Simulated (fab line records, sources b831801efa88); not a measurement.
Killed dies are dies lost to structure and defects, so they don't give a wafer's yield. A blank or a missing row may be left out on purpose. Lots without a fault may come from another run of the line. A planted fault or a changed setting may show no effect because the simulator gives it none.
Which tool did it? | flow sfq_line | 14 lots, 42 wafers sampled, at 1 step of a route of 325

WHAT THE GAUGES READ, wafer by wafer
SFQ_M0_OVL_MEAS_906. Usual: M0_OVL -1 nm, standard deviation 4.1.
lot  | measured     | on         | M0_OVL (nm) | flag
L631 | day 10 23:49 | overlay-02 | -3 -4 -3    |
L632 | day 11 09:23 | overlay-02 | -3 -5 1     |
L634 | day 11 23:47 | overlay-02 | -2 -1 0     |
L636 | day 12 22:35 | overlay-01 | -1 0 -4     |
L637 | day 13 05:47 | overlay-02 | 4 4 4       |
L638 | day 13 15:23 | overlay-02 | 1 1 -7      |
L639 | day 13 17:49 | overlay-01 | -9 -8 -2    |
L641 | day 14 04:24 | overlay-02 | -6 -7 -4    |
L643 | day 14 12:48 | overlay-01 | -6 -3 -4    |
L644 | day 14 15:11 | overlay-02 | -3 -1 1     |
L645 | day 14 16:23 | overlay-01 | 3 6 1       |
L646 | day 16 09:11 | overlay-02 | -3 -4 -4    |
L647 | day 16 14:00 | overlay-02 | 6 3 0       |
L648 | day 17 03:11 | overlay-02 | 1 -3 4      |

WHICH TOOL RAN EACH LOT (tool, then ch and the chambers of the sampled wafers, then the start)
The record holds no process step before these readings.

WHAT THE TOOLS THEMSELVES READ (means of the sampled wafers that have a number; where no wafer has one, the mark that the record gives instead)
The record holds no such reading with a usual standard deviation.

THE ANSWER, worked out from the rows above alone
Rule: a lot is off if the mean of its wafers that have a number lies more than 3 standard deviations from the usual mean. A lot without any number at a reading at which 4 lots or more have one is off too. The other lots that the step has rows for count as sound. The gauges are gone through in route order, then the tools' own readings, and for those a lot's mean is taken as printed above. The first step at which some lot is off is used, and at that step the reading that is off furthest; a lot without a number counts as furthest.
No lot is off at any reading shown: from this, nothing can be told.

WHAT THE SIMULATOR HAD PUT IN
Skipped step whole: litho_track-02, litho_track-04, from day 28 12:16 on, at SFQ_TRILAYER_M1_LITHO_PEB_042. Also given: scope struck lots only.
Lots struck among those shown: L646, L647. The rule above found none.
